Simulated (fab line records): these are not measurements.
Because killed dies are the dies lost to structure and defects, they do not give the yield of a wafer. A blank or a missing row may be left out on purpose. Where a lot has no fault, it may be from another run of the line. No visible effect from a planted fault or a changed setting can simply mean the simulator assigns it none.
One fault through the eyes of 2 desks -- flow gf180mcu -- what lay behind the numbers comes last; until then each desk has only its own

AT THE TOOL OWNER'S DESK: implanter-01
GF_NWELL_IMPLANT_08, tool's own readings: per-lot mean of the sampled wafers with a number, covering each lot this tool ran. A lot is out of limits, marked OUT, if its mean lies more than 4 standard deviations from the usual mean; the brackets give that distance.
Columns: A = endStationPressureTorr at GF_NWELL_IMPLANT_08, usual 5.08e-06 Torr
lot,first seen here,A
L160,day 3 18:49,5.07e-06
L164,day 4 15:59,5.11e-06
L170,day 6 03:48,5.18e-06
L173,day 6 18:31,5.00e-06
This desk found nothing out of limits on any of the 4 lots.

THE METROLOGY DESK
Lot by lot, what the gauges showed, no matter which tool ran the lot: averages of those sampled wafers that carry a number. A lot is out of limits, marked OUT, if its mean lies more than 4 standard deviations from the usual mean; the brackets give that distance.
Columns: A = STI_CVD_03_THK at GF_STI_THK_MEAS_04, usual 207.5 nm; B = STI_OXIDATION_01_THK at GF_STI_THK_MEAS_22, usual 14.95 nm; C = NWELL_TW at GF_NWELL_TW_MEAS_11, usual 1572; D = NWELL_RS at GF_VT_IMPLANT_RS_MEAS_47, usual 487.7 ohm/sq; E = MVPSD_RS at GF_VT_IMPLANT_RS_MEAS_49, usual 1168.2 ohm/sq
lot,first seen here,A,B,C,D,E
L159,day 1 20:30,203.5,15.15,1587,487.5,1169.0
L160,day 2 00:28,207.9,15.07,1585,487.5,1168.1
L161,day 2 07:23,209.4,14.61,1579,486.8,1169.9
L162,day 2 10:20,207.6,14.57,1546,487.1,1169.3
L163,day 2 15:38,206.3,14.69,1548,487.2,1167.6
L164,day 2 20:06,206.6,15.20,1571,489.7,1168.6
L170,day 4 01:34,208.8,15.10,1408 (-12) OUT,602.8 (+89) OUT,1165.6
L173,day 4 16:50,208.7,14.98,1425 (-11) OUT,607.2 (+92) OUT,1168.0
L175,day 5 05:45,204.9,14.90,1581,487.3,1169.0
L176,day 5 09:52,206.4,15.25,1587,487.5,1172.5
L177,day 5 13:45,210.3,14.79,1583,488.4,1169.5
L179,day 5 22:52,208.0,15.23,1581,487.7,1166.1
L181,day 6 10:50,206.2,15.01,1580,486.5,1170.4
This desk's result: L170, L173 out of limits, first on L170 (NWELL_TW at GF_NWELL_TW_MEAS_11), day 6 04:12. L159, L160, L161, L162, L163, L164, L175, L176, L177, L179, L181: within limits.

ALL TOGETHER
L170, L173 would have let the metrology desk raise an alarm at day 6 04:12.
The tool owner's desk saw nothing out of limits.
On record at the tool owner's desk: L170, L173, within its limits.
Of the lots named, all ran GF_NWELL_IMPLANT_08 on implanter-01.

WHAT THE SIMULATOR PUT IN
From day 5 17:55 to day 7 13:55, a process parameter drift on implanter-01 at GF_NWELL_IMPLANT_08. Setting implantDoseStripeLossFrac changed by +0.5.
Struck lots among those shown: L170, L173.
Delay in hours, fault start to first out-of-limits reading, per desk: metrology desk 10.
